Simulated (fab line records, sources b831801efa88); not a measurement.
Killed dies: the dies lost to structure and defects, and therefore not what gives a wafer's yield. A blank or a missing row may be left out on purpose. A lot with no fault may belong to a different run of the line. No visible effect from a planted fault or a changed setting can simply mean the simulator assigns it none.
fab line records | flow sky130
record lots=13 wafers=39 lastDay=50
route steps=708 shown VT_ADJUST_HVTR@138 SONOS_ONO@184 PAD_OPEN@708
lots with no fault: from the same line, run without faults
startH: hours from the record's opening day to when the first of the lot's shown wafers began | waitH: how many hours have passed since the lot's step before this one | " identical to the entry in the row above | L1.1+2: a single row standing in for several wafers | - no value present, or no start provided | * or withheld: withheld | < > ~ a bound
route shown NAME@n: names a module that has steps shown in the file, with the first one's number in the route | usual: mean and standard deviation over wafers with no fault | same: alike in all rows | chamber/n: place in a boat | sites: per-site readings | _std_site: standard deviation of those values | _edge_site: inner sites' mean taken away from outer sites' mean | radiusMm: for every site, how far away it sits from the centre of the wafer | mask NAME#n: copy n | behind: the last tool/chamber to shape the wafer | hold: cause of the lot's hold/its duration in hours/its outcome | device: names the non-switching transistor (n, p or np) | end of line: the tests these same wafers got at the end of their route | where a step has no rows: the recipe by itself | killed: dies that structure and defects cost at the first sort, which is not the same as the wafer's yield | map: dies across one wafer; x = killed, . = not, _ = none there
set.NAME: the run value of the setting; set.NAME@STEP: its run value at that earlier step | model.NAME: the simulator's own value behind a step, which no gauge read
the route's steps for a sample of lots (tables are steps, rows are wafers)
services: a tool's chamber out of use, with start hour (startH, from the record's first day; less than 0 if before it), hours out, and reason
## steps
# step SKY_VT_ADJUST_HVTR_CD_MEAS_07
# recipe targetCdNm=380
# usual cdNm=380.3/2.6
# columns lot.wafer tool chamber startH waitH cdNm
L925.1 cdSem-01 - 210.31 0.1 376.2
L925.2 " - " " 377.0
L925.5 " - " " 375.4
L927.1 cdSem-02 - 225.53 0.1 379.8
L927.4 " - " " 377.2
L927.6 " - " " 378.1
L930.3 cdSem-02 - 243.54 0.1 381.1
L930.4 " - " " 385.0
L930.6 " - " " 383.9
L931.3 cdSem-01 - 256.27 0.1 379.4
L931.4 " - " " 383.7
L931.5 " - " " 379.4
L933.1 cdSem-02 - 268.68 0.1 378.1
L933.4 " - " " 377.8
L933.5 " - " " 376.9
L934.2 cdSem-02 - 274.17 0.1 382.1
L934.3 " - " " 386.5
L934.5 " - " " 383.0
L935.1 cdSem-01 - 286.46 0.1 382.8
L935.2 " - " " 382.1
L935.6 " - " " 381.0
L941.1 cdSem-01 - 330.61 0.1 380.8
L941.2 " - " " 382.2
L941.5 " - " " 380.0
L942.1 cdSem-01 - 338.21 0.1 379.5
L942.4 " - " " 380.1
L942.6 " - " " 380.0
L943.1 cdSem-01 - 347.13 0.1 382.2
L943.3 " - " " 380.3
L943.6 " - " " 381.4
L944.2 cdSem-02 - 347.17 0.1 379.6
L944.3 " - " " 376.3
L944.6 " - " " 378.2
L945.4 cdSem-02 - 356.24 0.1 381.6
L945.5 " - " " 383.4
L945.6 " - " " 382.9
L947.2 cdSem-02 - 374.37 0.1 378.9
L947.3 " - " " 378.9
L947.5 " - " " 378.2
# step SKY_VT_ADJUST_HVTR_OVL_MEAS_08
# usual VT_ADJUST_HVTR_OVL=-0.1/1.2
# columns lot.wafer tool chamber startH waitH VT_ADJUST_HVTR_OVL[nm]
L925.1 overlay-02 - 210.43 0.1 -1.5
L925.2 " - " " 0.0
L925.5 " - " " -0.4
L927.1 overlay-01 - 225.65 0.1 -0.7
L927.4 " - " " 0.0
L927.6 " - " " -0.8
L930.3 overlay-01 - 243.64 0.1 -1.4
L930.4 " - " " 0.2
L930.6 " - " " -2.7
L931.3 overlay-02 - 256.36 0.1 0.8
L931.4 " - " " 2.0
L931.5 " - " " -0.8
L933.1 overlay-02 - 268.80 0.1 -0.8
L933.4 " - " " 1.5
L933.5 " - " " 1.9
L934.2 overlay-01 - 274.28 0.1 -1.2
L934.3 " - " " -2.8
L934.5 " - " " -1.8
L935.1 overlay-01 - 286.58 0.1 0.3
L935.2 " - " " 0.5
L935.6 " - " " -0.3
L941.1 overlay-01 - 330.73 0.1 0.3
L941.2 " - " " -1.4
L941.5 " - " " -0.7
L942.1 overlay-02 - 338.33 0.1 1.2
L942.4 " - " " -0.3
L942.6 " - " " -0.6
L943.1 overlay-02 - 347.25 0.1 2.9
L943.3 " - " " 1.6
L943.6 " - " " 1.0
L944.2 overlay-01 - 347.28 0.1 -0.2
L944.3 " - " " 0.6
L944.6 " - " " 0.7
L945.4 overlay-02 - 356.31 0.1 1.0
L945.5 " - " " -1.5
L945.6 " - " " -0.9
L947.2 overlay-02 - 374.48 0.1 0.6
L947.3 " - " " 0.3
L947.5 " - " " 1.2
# step SKY_SONOS_ONO_WET_ETCH_16
# recipe chemistry=dHF targetDepthNm=14 dry=n2Spin target=SiO2 dilution=100:1 tempC=25 timeS=280
# usual runLengthS=308/4.2 tempC=25.00/0.11
# columns lot.wafer tool chamber startH waitH runLengthS tempC
L925.1 wetBench-01 2 288.64 0.0 312 24.91
L925.2 " 2 " " 312 24.90
L925.5 " 2 " " 312 25.01
L927.1 wetBench-02 2 304.79 0.0 306 24.94
L927.4 " 2 " " 306 24.89
L927.6 " 2 " " 306 24.87
L930.3 wetBench-02 0 324.10 0.0 304 25.09
L930.4 " 0 " " 304 25.10
L930.6 " 0 " " 304 25.07
L931.3 wetBench-02 2 339.64 0.0 313 24.67
L931.4 " 2 " " 313 24.87
L931.5 " 2 " " 313 24.81
L933.1 wetBench-01 1 353.82 0.0 304 24.92
L933.4 " 1 " " 304 24.99
L933.5 " 1 " " 304 24.93
L934.2 wetBench-02 1 364.57 0.0 304 25.07
L934.3 " 1 " " 304 25.22
L934.5 " 1 " " 304 25.21
L935.1 wetBench-04 0 377.09 0.0 305 24.99
L935.2 " 0 " " 305 25.13
L935.6 " 0 " " 305 25.06
L941.1 wetBench-04 1 422.69 0.0 304 25.09
L941.2 " 1 " " 304 25.05
L941.5 " 1 " " 304 25.09
L942.1 wetBench-02 1 432.22 0.0 237 25.09
L942.4 " 1 " " 237 25.07
L942.6 " 1 " " 237 24.93
L943.1 wetBench-02 0 438.64 0.0 230 25.09
L943.3 " 0 " " 230 24.96
L943.6 " 0 " " 230 25.00
L944.2 wetBench-01 2 440.64 0.0 313 25.06
L944.3 " 2 " " 313 24.90
L944.6 " 2 " " 313 25.06
L945.4 wetBench-01 0 452.12 0.0 306 25.16
L945.5 " 0 " " 306 24.85
L945.6 " 0 " " 306 24.87
L947.2 wetBench-01 2 469.82 0.0 305 25.04
L947.3 " 2 " " 305 25.03
L947.5 " 2 " " 305 24.87
# step SKY_SONOS_ONO_STRIP_17
# recipe chemistry=O2/N2 powerW=1400 pressureMtorr=1500 platenTempC=withheld o2FlowSccm=3000 n2FlowSccm=300 overashFraction=0.5
# usual drypumpMotorCurrentA=5.7/0.71 oesProductAu=0.709/0.0046 stripTimeToEndpointS=14.02/0.035
# columns lot.wafer tool chamber startH waitH drypumpMotorCurrentA oesProductAu rfHoursCounterH stripTimeToEndpointS
L925.1 plasmaAsher-02 0 288.73 0.0 6.1 0.706 63 13.99
L925.2 " 1 " " 4.7 0.717 63 14.00
L925.5 " 1 " " 4.8 0.710 - 14.00
L927.1 plasmaAsher-02 1 304.88 0.0 4.7 0.711 65 13.99
L927.4 " 1 " " 4.8 0.699 - 14.03
L927.6 " 0 " " 6.1 0.710 - 14.02
L930.3 plasmaAsher-02 0 324.22 0.0 6.1 0.707 - 14.07
L930.4 " 1 " " 4.8 0.710 - 14.06
L930.6 " 1 " " 4.8 0.713 - 14.08
L931.3 plasmaAsher-04 1 339.77 0.0 6.2 0.707 - 14.01
L931.4 " 0 " " 6.4 0.706 - 14.00
L931.5 " 1 " " 6.2 0.707 - 14.06
L933.1 plasmaAsher-01 0 353.91 0.0 6.5 0.720 25 14.03
L933.4 " 0 " " 6.5 0.709 - 14.04
L933.5 " 1 " " 5.1 0.707 - 14.06
L934.2 plasmaAsher-01 0 364.66 0.0 6.5 0.711 26 14.06
L934.3 " 0 " " 6.5 0.712 - 14.10
L934.5 " 0 " " 6.5 0.701 - 14.06
L935.1 plasmaAsher-02 1 377.18 0.0 4.8 0.707 73 13.99
L935.2 " 0 " " 6.1 0.714 73 14.07
L935.6 " 0 " " 6.1 0.712 - 14.01
L941.1 plasmaAsher-01 1 422.78 0.0 5.0 0.704 32 14.03
L941.2 " 0 " " 6.5 0.709 32 14.06
L941.5 " 1 " " 5.1 0.717 - 14.08
L942.1 plasmaAsher-01 0 432.31 0.0 6.5 0.716 33 14.00
L942.4 " 1 " " 5.0 0.706 - 14.02
L942.6 " 0 " " 6.5 0.710 - 13.97
L943.1 plasmaAsher-02 1 438.73 0.0 4.8 0.707 79 14.00
L943.3 " 0 " " 6.1 0.708 - 14.04
L943.6 " 1 " " 4.8 0.711 - 13.98
L944.2 plasmaAsher-04 0 440.73 0.0 6.4 0.716 53 14.07
L944.3 " 0 " " 6.4 0.710 - 14.05
L944.6 " 0 " " 6.4 0.713 - 14.09
L945.4 plasmaAsher-01 0 452.24 0.0 6.5 0.704 - 14.01
L945.5 " 1 " " 5.0 0.713 - 14.05
L945.6 " 0 " " 6.5 0.716 - 14.07
L947.2 plasmaAsher-02 0 469.91 0.0 6.1 0.715 81 13.96
L947.3 " 0 " " 6.1 0.707 - 13.98
L947.5 " 0 " " 6.1 0.710 - 14.03
# step SKY_PAD_OPEN_PROBE_99
# usual killed_at_M0_to_M3=43/6.6 killed_at_M4_up=3.0/1.7 killedAtContacts=24/5.4 killedAtFrontEnd=16/4.6 killedAtOther=0.3/0.53 killedDies=87/9.7 killedOpen=47/7.3 killedShort=39/6.5
# same grossDies=492 killedAtBackSide=0
# columns lot.wafer tool chamber startH waitH killed_at_M0_to_M3 killed_at_M4_up killedAtContacts killedAtFrontEnd killedAtOther killedDies killedOpen killedShort
L927.1 prober-02 - 1095.76 0.1 39 2 23 14 1 79 43 36
L927.4 prober-02 - 1095.91 0.2 42 6 25 14 1 88 45 43
L927.6 prober-02 - 1096.01 0.2 45 0 27 17 0 89 48 41
L934.2 prober-02 - 1138.36 0.1 36 0 25 18 0 79 45 34
L934.3 prober-02 - 1138.41 0.2 52 2 29 24 1 108 50 56
L934.5 prober-02 - 1138.51 0.2 36 1 27 17 1 82 41 41
L935.1 prober-01 - 1145.61 0.1 38 3 28 27 0 96 49 47
L935.2 prober-01 - 1145.66 0.1 49 3 24 13 0 89 45 44
L935.6 prober-01 - 1145.86 0.2 40 2 26 11 0 79 42 37
L941.1 prober-01 - 1171.40 0.1 39 1 22 17 0 79 38 41
L941.2 prober-01 - 1171.45 0.1 37 4 16 13 0 70 35 35
L941.5 prober-01 - 1171.60 0.2 49 0 24 16 1 90 46 43
L944.2 prober-02 - 1183.61 0.1 47 5 8 19 0 79 39 40
L944.3 prober-02 - 1183.66 0.2 37 1 14 19 0 71 37 34
L944.6 prober-02 - 1183.81 0.2 46 3 28 14 0 91 46 44
# killed by level:class
L927.1 LI_CONTACT:geometricParticle:open=10 VIA1:geometricParticle:open=6 VIA2:geometricParticle:open=6 METAL2:geometricParticle:short=5 CONTACT:geometricParticle:short=5 CONTACT:geometricParticle:open=5 FIELD_ISO:geometricParticle:open=4 VIA2:geometricParticle:short=4
L927.4 METAL1:geometricParticle:short=10 VIA1:geometricParticle:open=8 FIELD_ISO:geometricParticle:short=6 VIA3:geometricParticle:open=6 LI_CONTACT:geometricParticle:open=5 LOCAL_INTERCONNECT:geometricParticle:short=5 CONTACT:geometricParticle:open=5 FIELD_ISO:geometricParticle:open=4
L927.6 LI_CONTACT:geometricParticle:open=9 CONTACT:geometricParticle:open=9 VIA2:geometricParticle:open=9 METAL1:geometricParticle:short=7 POLY_GATE:geometricParticle:open=6 VIA1:geometricParticle:short=6 LOCAL_INTERCONNECT:geometricParticle:short=6 VIA1:geometricParticle:open=5
L934.2 CONTACT:geometricParticle:open=10 LI_CONTACT:geometricParticle:open=8 VIA1:geometricParticle:open=7 VIA2:geometricParticle:open=7 METAL1:geometricParticle:short=6 FIELD_ISO:geometricParticle:short=5 VIA3:geometricParticle:short=4 LOCAL_INTERCONNECT:geometricParticle:short=4
L934.3 VIA1:geometricParticle:open=11 LOCAL_INTERCONNECT:geometricParticle:short=8 CONTACT:geometricParticle:open=8 LI_CONTACT:geometricParticle:open=7 FIELD_ISO:geometricParticle:open=6 VIA2:geometricParticle:short=6 METAL1:geometricParticle:short=6 METAL2:geometricParticle:short=6
L934.5 LI_CONTACT:geometricParticle:open=10 POLY_GATE:geometricParticle:open=7 LOCAL_INTERCONNECT:geometricParticle:short=7 VIA1:geometricParticle:open=7 VIA3:geometricParticle:open=6 VIA2:geometricParticle:short=5 METAL2:geometricParticle:short=5 POLY_GATE:geometricParticle:short=4
L935.1 CONTACT:geometricParticle:open=9 FIELD_ISO:geometricParticle:open=8 LI_CONTACT:geometricParticle:open=8 FIELD_ISO:geometricParticle:short=7 VIA3:geometricParticle:open=6 METAL1:geometricParticle:short=6 POLY_GATE:geometricParticle:short=5 CONTACT:geometricParticle:short=5
L935.2 VIA1:geometricParticle:open=15 CONTACT:geometricParticle:short=6 CONTACT:geometricParticle:open=6 LI_CONTACT:geometricParticle:open=5 LOCAL_INTERCONNECT:geometricParticle:short=5 METAL2:geometricParticle:short=5 METAL3:geometricParticle:short=5 VIA3:geometricParticle:open=5
L935.6 VIA2:geometricParticle:open=10 LOCAL_INTERCONNECT:geometricParticle:short=9 VIA1:geometricParticle:open=8 CONTACT:geometricParticle:short=6 VIA1:geometricParticle:short=6 CONTACT:geometricParticle:open=5 POLY_GATE:geometricParticle:open=4 LI_CONTACT:geometricParticle:open=4
L941.1 CONTACT:geometricParticle:open=11 VIA3:geometricParticle:open=7 VIA1:geometricParticle:short=6 VIA1:geometricParticle:open=6 POLY_GATE:geometricParticle:short=5 METAL1:geometricParticle:short=5 METAL2:geometricParticle:short=5 FIELD_ISO:geometricParticle:short=3
L941.2 VIA1:geometricParticle:open=12 CONTACT:geometricParticle:open=7 METAL1:geometricParticle:short=7 VIA3:geometricParticle:open=5 VIA3:geometricParticle:short=5 LOCAL_INTERCONNECT:geometricParticle:short=5 FIELD_ISO:geometricParticle:short=3 FIELD_ISO:geometricParticle:open=3
L941.5 CONTACT:geometricParticle:open=10 LI_CONTACT:geometricParticle:open=7 VIA1:geometricParticle:open=7 METAL1:geometricParticle:short=6 METAL3:geometricParticle:short=6 VIA3:geometricParticle:short=6 FIELD_ISO:geometricParticle:open=5 METAL2:geometricParticle:short=5
L944.2 VIA1:geometricParticle:open=12 METAL2:geometricParticle:short=7 VIA2:geometricParticle:open=7 POLY_GATE:geometricParticle:short=5 METAL1:geometricParticle:short=5 METAL4:geometricParticle:short=5 FIELD_ISO:geometricParticle:open=4 VIA3:geometricParticle:open=4
L944.3 VIA1:geometricParticle:open=9 FIELD_ISO:geometricParticle:short=6 CONTACT:geometricParticle:open=6 METAL1:geometricParticle:short=5 VIA2:geometricParticle:open=5 POLY_GATE:geometricParticle:open=4 VIA3:geometricParticle:open=4 LOCAL_INTERCONNECT:geometricParticle:short=3
L944.6 VIA1:geometricParticle:open=11 CONTACT:geometricParticle:open=8 VIA1:geometricParticle:short=6 POLY_GATE:geometricParticle:short=5 LI_CONTACT:geometricParticle:open=5 METAL1:geometricParticle:short=5 METAL3:geometricParticle:short=5 LI_CONTACT:geometricParticle:short=4
## services
# columns tool chamber startH hours kind
plasmaAsher-04 - 307.60 28.1 pm
plasmaAsher-02 - 363.64 3.6 repair
plasmaAsher-02 - 431.49 0.4 repair
plasmaAsher-02 - 449.20 8.6 repair
plasmaAsher-04 - 468.96 1.8 repair
## key
firstSign step=SKY_SONOS_ONO_WET_ETCH_16 reading=runLengthS direction=down sigmas=18 usual=* struck=*
effect none on later readings
metAt SKY_SONOS_ONO_WET_ETCH_16
struckLots L942,L943
testerLeftOut L942,L943
notActingAt SKY_VT_ADJUST_HVTR_CD_MEAS_07,SKY_VT_ADJUST_HVTR_OVL_MEAS_08,SKY_SONOS_ONO_STRIP_17
onsetBetween 364.57 432.22
fault kind=processParameterDrift tool=wetBench-02 chamber=- onsetH=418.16 steps=SKY_SONOS_ONO_WET_ETCH_16 channel=timeS offset=* shape=step endH=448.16 actsIn=* stated=*
# testerLeftOut: of these lots the tester's yield and bins aren't shown, on N5 and GAA mostly nor the transistor test; their killed dies are dies lost to structure and defects alone, not to doping, threshold or leakage, so they don't give the yield
